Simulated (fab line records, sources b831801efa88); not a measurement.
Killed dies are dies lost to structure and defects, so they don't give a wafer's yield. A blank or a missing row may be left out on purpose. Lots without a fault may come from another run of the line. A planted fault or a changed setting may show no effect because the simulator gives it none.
fab line records | flow sky130
record lots=13 wafers=39 last_day=50
route steps=708 shown VIA1@466 PAD_OPEN@708
lots that met no fault: from a run of the same line without faults
start_h: hours from the record's first day to the start of the lot's first wafer shown | wait_h: hours since the lot's step before | " the same as in the row above | L1.1+2: a row that stands for several wafers | - no value, or no start given | * or withheld: withheld | < > ~ a bound
route shown NAME@n: a module of which the file shows steps, and the number in the route of the first | usual: mean/standard deviation of fault-free wafers | same: alike in all rows | chamber/n: place in a boat | sites: the reading at each site | _std_site: their standard deviation | _edge_site: outer sites' mean less inner sites' | radius_mm: how far each site lies from the wafer's centre | mask NAME#n: copy n | behind: the tool/chamber that last shaped the wafer | hold: why the lot was held/for how many hours/how that ended | device: the transistor (n, p or np) that didn't switch | end of line: the same wafers' tests at the end of the route | a step without rows: its recipe alone | killed: dies lost to structure and defects at the first sort, not the wafer's yield | map: a wafer's dies, x killed, . not, _ none there
set.NAME: the setting as run; set.NAME@STEP: as run at that earlier step | model.NAME: the simulator's own value behind a step, which no gauge read
steps of the route over a sample of lots; a table a step, a row a wafer
services: from which hour (start_h, from the record's first day; less than 0 if before it) a tool's chamber was out of use, for how many hours, and why
## steps
# step SKY_VIA1_SOFTBAKE_08
# recipe temp_c=100 time_s=90 resist=KrF-thick
# usual exhaust_pa=44.9/1 heater_power_total_W=57.36/0.12 plate_temp_C=100.02/0.15
# columns lot.wafer tool chamber start_h wait_h exhaust_pa heater_power_total_W plate_temp_C
L354.1 litho_track-02 0 780 - 44.6 57.16 99.89
L354.2 " 0 " " 46.0 57.27 99.99
L354.5 " 0 " " 44.6 57.48 100.15
L355.1 litho_track-02 0 797 - 44.4 57.24 100.02
L355.4 " 0 " " 45.9 57.27 100.13
L355.5 " 0 " " 45.8 57.45 100.15
L357.2 litho_track-04 0 805 - 45.2 57.25 100.29
L357.4 " 0 " " 44.6 57.47 100.26
L357.5 " 0 " " 46.8 57.46 100.16
L359.3 litho_track-02 0 824 - 44.8 57.43 99.78
L359.4 " 0 " " 43.7 57.27 99.94
L359.6 " 0 " " 44.8 57.39 99.77
L358.2 litho_track-02 0 827 - 43.4 57.26 100.12
L358.4 " 0 " " 45.0 57.38 100.10
L358.6 " 0 " " 43.1 57.33 99.99
L360.3 litho_track-01 0 849 - 44.7 57.18 99.84
L360.4 " 0 " " 44.2 57.42 99.84
L360.5 " 0 " " 44.0 57.39 99.98
L361.3 litho_track-01 0 850 - 43.2 57.37 100.00
L361.4 " 0 " " 44.3 57.41 100.36
L361.6 " 0 851 - 45.0 57.22 100.26
L364.1 litho_track-04 0 871 - 44.1 57.23 100.15
L364.2 " 0 " " 45.0 57.36 100.03
L364.6 " 0 " " 45.5 57.45 99.99
L365.2 litho_track-04 0 879 - 44.9 57.30 100.07
L365.4 " 0 " " 45.8 57.28 100.03
L365.5 " 0 " " 44.2 57.48 100.13
L366.3 litho_track-04 0 884 - 45.6 58.21 101.25
L366.4 " 0 " " 45.5 58.41 101.01
L366.6 " 0 " " 43.4 58.26 101.09
L367.2 litho_track-04 0 885 - 45.7 58.33 100.98
L367.3 " 0 " " 46.4 58.20 101.20
L367.6 " 0 " " 45.8 58.27 101.06
L375.3 litho_track-01 0 937 - 43.8 57.44 99.97
L375.4 " 0 " " 42.9 57.43 100.16
L375.6 " 0 " " 44.4 57.41 100.20
L376.2 litho_track-01 0 947 - 45.2 57.26 99.95
L376.3 " 0 " " 43.4 57.24 100.02
L376.5 " 0 " " 45.8 57.40 100.10
# step SKY_VIA1_CD_MEAS_12
# recipe target_cd_nm=150
# usual cd_nm=150.4/1.6
# columns lot.wafer tool chamber start_h wait_h cd_nm
L354.1 cd_sem-02 - 794.35 - 150.5
L354.2 " - " " 151.4
L354.5 " - " " 151.6
L355.1 cd_sem-02 - 810.43 - 148.2
L355.4 " - " " 149.9
L355.5 " - " " 148.3
L357.2 cd_sem-01 - 818.50 - 151.4
L357.4 " - " " 150.9
L357.5 " - " " 152.4
L359.3 cd_sem-02 - 837.29 - 150.0
L359.4 " - " " 151.5
L359.6 " - " " 149.9
L358.2 cd_sem-01 - 840.45 - 150.5
L358.4 " - " " 149.6
L358.6 " - " " 148.1
L360.3 cd_sem-01 - 863.04 - 148.8
L360.4 " - " " 151.0
L360.5 " - " " 150.0
L361.3 cd_sem-02 - 863.80 - 150.0
L361.4 " - " " 150.1
L361.6 " - " " 149.8
L364.1 cd_sem-01 - 884.41 - 150.8
L364.2 " - " " 149.4
L364.6 " - " " 151.5
L365.2 cd_sem-02 - 892.57 - 149.8
L365.4 " - " " 147.5
L365.5 " - " " 150.6
L366.3 cd_sem-02 - 897.25 - 150.4
L366.4 " - " " 150.6
L366.6 " - " " 151.9
L367.2 cd_sem-02 - 898.60 - 150.5
L367.3 " - " " 150.0
L367.6 " - " " 151.2
L375.3 cd_sem-01 - 949.19 - 149.1
L375.4 " - " " 150.4
L375.6 " - " " 150.6
L376.2 cd_sem-01 - 959.97 - 151.5
L376.3 " - " " 152.1
L376.5 " - " " 151.9
# step SKY_VIA1_OVL_MEAS_13
# usual VIA1_OVL=4/5.6
# columns lot.wafer tool chamber start_h wait_h VIA1_OVL[nm]
L354.1 overlay-02 - 794.47 0.1 5
L354.2 " - " " 4
L354.5 " - " " 5
L355.1 overlay-01 - 810.55 0.1 2
L355.4 " - " " 7
L355.5 " - " " 6
L357.2 overlay-02 - 818.60 0.1 12
L357.4 " - " " 12
L357.5 " - " " 9
L359.3 overlay-01 - 837.39 0.1 -5
L359.4 " - " " -5
L359.6 " - " " 2
L358.2 overlay-01 - 840.55 0.1 12
L358.4 " - " " 7
L358.6 " - " " 10
L360.3 overlay-02 - 863.14 0.1 3
L360.4 " - " " -5
L360.5 " - " " -3
L361.3 overlay-01 - 863.90 0.1 -8
L361.4 " - " " 9
L361.6 " - " " 9
L364.1 overlay-02 - 884.55 0.1 5
L364.2 " - " " 0
L364.6 " - " " 6
L365.2 overlay-01 - 892.68 0.1 10
L365.4 " - " " 5
L365.5 " - " " 2
L366.3 overlay-01 - 897.35 0.1 11
L366.4 " - " " 9
L366.6 " - " " 2
L367.2 overlay-01 - 898.70 0.1 5
L367.3 " - " " 1
L367.6 " - " " 6
L375.3 overlay-02 - 949.29 0.1 4
L375.4 " - " " 10
L375.6 " - " " 16
L376.2 overlay-01 - 960.08 0.1 6
L376.3 " - " " 12
L376.5 " - " " 12
# step SKY_VIA1_SPUTTER_20
# recipe material=TiN target_thk_nm=20 chamber_pressure_pa=5 power_w=4000 time_s=80
# usual throttle_valve_pct=29.8/0.58
# columns lot.wafer tool chamber start_h wait_h throttle_valve_pct
L354.1 pvd_sputter-01 - 795.54 0.0 30.3
L354.2 " - " " 30.0
L354.5 " - " " 30.0
L355.1 pvd_sputter-01 - 811.35 0.0 29.7
L355.4 " - " " 30.0
L355.5 " - " " 30.1
L357.2 pvd_sputter-01 - 819.31 0.0 30.2
L357.4 " - " " 28.5
L357.5 " - " " 30.2
L359.3 pvd_sputter-04 - 838.15 0.0 30.4
L359.4 " - " " 29.8
L359.6 " - " " 30.1
L358.2 pvd_sputter-04 - 841.84 0.0 29.9
L358.4 " - " " 30.1
L358.6 " - " " 30.4
L360.3 pvd_sputter-04 - 864.27 0.0 30.3
L360.4 " - " " 30.1
L360.5 " - " " 29.9
L361.3 pvd_sputter-02 - 864.60 0.0 29.6
L361.4 " - " " 29.8
L361.6 " - " " 29.8
L364.1 pvd_sputter-01 - 885.28 0.0 30.1
L364.2 " - " " 28.2
L364.6 " - " " 29.5
L365.2 pvd_sputter-01 - 893.39 0.0 30.1
L365.4 " - " " 29.9
L365.5 " - " " 28.4
L366.3 pvd_sputter-02 - 898.39 0.0 29.4
L366.4 " - " " 30.1
L366.6 " - " " 29.7
L367.2 pvd_sputter-04 - 899.75 0.0 30.0
L367.3 " - " " 29.6
L367.6 " - " " 29.7
L375.3 pvd_sputter-02 - 950.00 0.0 29.4
L375.4 " - " " 30.6
L375.6 " - " " 30.6
L376.2 pvd_sputter-01 - 960.79 0.0 28.4
L376.3 " - " " 30.5
L376.5 " - " " 30.1
# step SKY_PAD_OPEN_PROBE_99
# usual defect_limited_yield=82.4/2 killed_at_M0_to_M3=43/6.6 killed_at_M4_up=3.0/1.7 killed_at_contacts=24/5.4 killed_at_front_end=16/4.6 killed_at_other=0.3/0.53 killed_dies=87/9.7 killed_open=47/7.3 killed_short=39/6.5 sort_bin_3_pad_short=0.9/0.41 sort_bin_5_function=10.4/1.4 sort_bin_6_memory=6.3/1.2 sort_n_pass=405/9.7 sort_yield_pct=82.4/2
# same gross_dies=492 killed_at_back_side=0 sort_bin_4_leakage[%]=0 sort_bin_8_speed[%]=0
# columns lot.wafer tool chamber start_h wait_h defect_limited_yield[%] killed_at_M0_to_M3 killed_at_M4_up killed_at_contacts killed_at_front_end killed_at_other killed_dies killed_open killed_short sort_bin_3_pad_short[%] sort_bin_5_function[%] sort_bin_6_memory[%] sort_n_pass sort_yield_pct[%]
L357.2 prober-01 - 1097.03 0.1 81.3 46 3 27 16 0 92 54 35 0.6 11.6 6.5 400 81.3
L357.4 prober-01 - 1097.13 0.2 81.5 45 6 23 16 1 91 53 35 0.6 10.4 7.5 401 81.5
L357.5 prober-01 - 1097.18 0.2 83.9 34 3 23 19 0 79 44 33 0.4 11.8 3.9 413 83.9
L358.2 prober-02 - 1114.25 0.1 82.9 44 2 28 10 0 84 45 39 0.6 11.0 5.5 408 82.9
L358.4 prober-02 - 1114.35 0.2 81.3 48 4 22 17 1 92 44 48 1.4 12.0 5.3 400 81.3
L358.6 prober-02 - 1114.45 0.2 84.6 37 6 27 6 0 76 33 43 1.4 10.2 3.9 416 84.6
L364.1 prober-01 - 1145.61 0.1 80.5 38 3 28 27 0 96 49 47 1.2 11.0 7.3 396 80.5
L364.2 prober-01 - 1145.66 0.1 81.9 49 3 24 13 0 89 45 44 1.2 11.4 5.5 403 81.9
L364.6 prober-01 - 1145.86 0.2 83.9 40 2 26 11 0 79 42 37 0.4 9.6 6.1 413 83.9
L365.2 prober-02 - 1152.23 0.1 86.6 31 4 9 22 0 66 35 31 0 8.9 4.5 426 86.6
L365.4 prober-02 - 1152.33 0.2 83.7 44 5 22 9 0 80 40 40 0.8 9.8 5.7 412 83.7
L365.5 prober-02 - 1152.38 0.2 80.5 44 4 30 18 0 96 53 43 0.8 11.8 6.9 396 80.5
L375.3 prober-02 - 1191.23 0.2 84.3 37 1 23 16 0 77 41 36 0.8 8.7 6.1 415 84.3
L375.4 prober-02 - 1191.28 0.2 84.6 36 2 17 21 0 76 46 30 0.8 8.9 5.7 416 84.6
L375.6 prober-02 - 1191.38 0.2 84.3 46 2 18 11 0 77 42 35 0.8 9.3 5.5 415 84.3
L376.2 prober-01 - 1200.01 0.1 82.9 41 2 22 18 1 84 50 33 1.0 9.8 6.3 408 82.9
L376.3 prober-01 - 1200.06 0.2 83.1 36 7 26 13 1 83 44 38 1.0 10.0 5.9 409 83.1
L376.5 prober-01 - 1200.16 0.2 79.3 48 2 35 16 1 102 59 42 0.8 12.2 7.7 390 79.3
# killed by level:class
L357.2 CONTACT:geometric_particle:open=10 VIA2:geometric_particle:open=10 LI_CONTACT:geometric_particle:open=7 CONTACT:geometric_particle:short=7 VIA1:geometric_particle:open=7 VIA3:geometric_particle:open=6 METAL2:geometric_particle:short=5 FIELD_ISO:geometric_particle:open=4
L357.4 CONTACT:geometric_particle:open=11 VIA2:geometric_particle:open=10 VIA1:geometric_particle:open=10 LOCAL_INTERCONNECT:geometric_particle:short=6 METAL1:geometric_particle:short=6 FIELD_ISO:geometric_particle:short=5 LI_CONTACT:geometric_particle:open=5 VIA3:geometric_particle:open=5
L357.5 VIA1:geometric_particle:open=8 CONTACT:geometric_particle:open=8 VIA2:geometric_particle:open=7 FIELD_ISO:geometric_particle:short=5 POLY_GATE:geometric_particle:open=4 LI_CONTACT:geometric_particle:open=4 CONTACT:geometric_particle:short=4 FIELD_ISO:geometric_particle:open=3
L358.2 VIA1:geometric_particle:open=13 CONTACT:geometric_particle:open=9 LI_CONTACT:geometric_particle:open=7 METAL1:geometric_particle:short=7 METAL2:geometric_particle:short=5 FIELD_ISO:geometric_particle:open=4 LOCAL_INTERCONNECT:geometric_particle:short=4 CONTACT:geometric_particle:short=4
L358.4 VIA1:geometric_particle:open=10 VIA2:geometric_particle:open=7 METAL2:geometric_particle:short=7 POLY_GATE:geometric_particle:short=6 LI_CONTACT:geometric_particle:open=6 VIA3:geometric_particle:open=6 LOCAL_INTERCONNECT:geometric_particle:short=5 CONTACT:geometric_particle:open=5
L358.6 CONTACT:geometric_particle:open=10 METAL2:geometric_particle:short=8 VIA3:geometric_particle:open=7 LOCAL_INTERCONNECT:geometric_particle:short=6 METAL4:geometric_particle:short=5 LI_CONTACT:geometric_particle:open=4 VIA1:geometric_particle:open=4 VIA2:geometric_particle:short=4
L364.1 CONTACT:geometric_particle:open=9 FIELD_ISO:geometric_particle:open=8 LI_CONTACT:geometric_particle:open=8 FIELD_ISO:geometric_particle:short=7 VIA3:geometric_particle:open=6 METAL1:geometric_particle:short=6 POLY_GATE:geometric_particle:short=5 CONTACT:geometric_particle:short=5
L364.2 VIA1:geometric_particle:open=15 CONTACT:geometric_particle:short=6 CONTACT:geometric_particle:open=6 LI_CONTACT:geometric_particle:open=5 LOCAL_INTERCONNECT:geometric_particle:short=5 METAL2:geometric_particle:short=5 METAL3:geometric_particle:short=5 VIA3:geometric_particle:open=5
L364.6 VIA2:geometric_particle:open=10 LOCAL_INTERCONNECT:geometric_particle:short=9 VIA1:geometric_particle:open=8 CONTACT:geometric_particle:short=6 VIA1:geometric_particle:short=6 CONTACT:geometric_particle:open=5 POLY_GATE:geometric_particle:open=4 LI_CONTACT:geometric_particle:open=4
L365.2 VIA1:geometric_particle:open=8 CONTACT:geometric_particle:open=6 FIELD_ISO:geometric_particle:short=5 POLY_GATE:geometric_particle:open=5 VIA1:geometric_particle:short=5 VIA2:geometric_particle:short=5 FIELD_ISO:geometric_particle:open=4 VIA3:geometric_particle:open=4
L365.4 VIA1:geometric_particle:open=14 VIA1:geometric_particle:short=8 LI_CONTACT:geometric_particle:open=7 CONTACT:geometric_particle:open=7 METAL1:geometric_particle:short=6 LOCAL_INTERCONNECT:geometric_particle:short=5 FIELD_ISO:geometric_particle:short=4 VIA2:geometric_particle:open=4
L365.5 VIA1:geometric_particle:open=11 CONTACT:geometric_particle:open=9 LOCAL_INTERCONNECT:geometric_particle:short=8 VIA2:geometric_particle:open=8 POLY_GATE:geometric_particle:short=6 METAL2:geometric_particle:short=6 CONTACT:geometric_particle:short=6 POLY_GATE:geometric_particle:open=5
L375.3 CONTACT:geometric_particle:open=8 VIA2:geometric_particle:open=8 LI_CONTACT:geometric_particle:open=6 CONTACT:geometric_particle:short=6 POLY_GATE:geometric_particle:short=5 VIA1:geometric_particle:open=5 METAL1:geometric_particle:short=5 VIA3:geometric_particle:open=5
L375.4 POLY_GATE:geometric_particle:open=10 VIA1:geometric_particle:open=10 VIA2:geometric_particle:open=6 VIA3:geometric_particle:open=6 LOCAL_INTERCONNECT:geometric_particle:short=5 CONTACT:geometric_particle:open=5 FIELD_ISO:geometric_particle:short=4 FIELD_ISO:geometric_particle:open=3
L375.6 VIA1:geometric_particle:open=10 METAL1:geometric_particle:short=8 VIA3:geometric_particle:open=7 LI_CONTACT:geometric_particle:open=5 VIA2:geometric_particle:open=5 FIELD_ISO:geometric_particle:open=4 FIELD_ISO:geometric_particle:short=4 LI_CONTACT:geometric_particle:short=4
L376.2 VIA1:geometric_particle:open=13 CONTACT:geometric_particle:open=9 POLY_GATE:geometric_particle:open=6 VIA2:geometric_particle:open=6 CONTACT:geometric_particle:short=5 VIA3:geometric_particle:open=5 METAL2:geometric_particle:short=4 POLY_GATE:geometric_particle:short=4
L376.3 VIA1:geometric_particle:open=12 LI_CONTACT:geometric_particle:open=9 CONTACT:geometric_particle:open=8 FIELD_ISO:geometric_particle:short=6 METAL1:geometric_particle:short=5 METAL4:geometric_particle:short=5 CONTACT:geometric_particle:short=4 VIA3:geometric_particle:open=4
L376.5 CONTACT:geometric_particle:open=14 VIA1:geometric_particle:open=13 LI_CONTACT:geometric_particle:open=7 METAL2:geometric_particle:short=7 FIELD_ISO:geometric_particle:short=6 VIA3:geometric_particle:open=6 LI_CONTACT:geometric_particle:short=5 METAL1:geometric_particle:short=5
## services
# columns tool chamber start_h hours kind
pvd_sputter-02 - 840.85 7.5 repair
pvd_sputter-01 - 866.47 1.9 repair
pvd_sputter-01 - 870.52 12.4 repair
litho_track-02 - 912.32 - consumable_replace:filter
litho_track-01 - 915.49 - consumable_replace:filter
pvd_sputter-02 - 928.40 1.7 repair
## key
first_sign step=SKY_VIA1_SOFTBAKE_08 reading=heater_power_total_W direction=up sigmas=7.8 usual=* struck=*
effect step=SKY_VIA1_SOFTBAKE_08 reading=plate_temp_C direction=up sigmas=7.1 usual=* struck=*
met_at SKY_VIA1_SOFTBAKE_08
struck_lots L366,L367
not_acting_at SKY_VIA1_CD_MEAS_12,SKY_VIA1_OVL_MEAS_13,SKY_VIA1_SPUTTER_20
onset_between 879 884
fault kind=process_parameter_drift tool=litho_track-04 chamber=- onset_h=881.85 steps=SKY_VIA1_SOFTBAKE_08 channel=temp_c offset=* shape=step end_h=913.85 acts_in=* stated=*
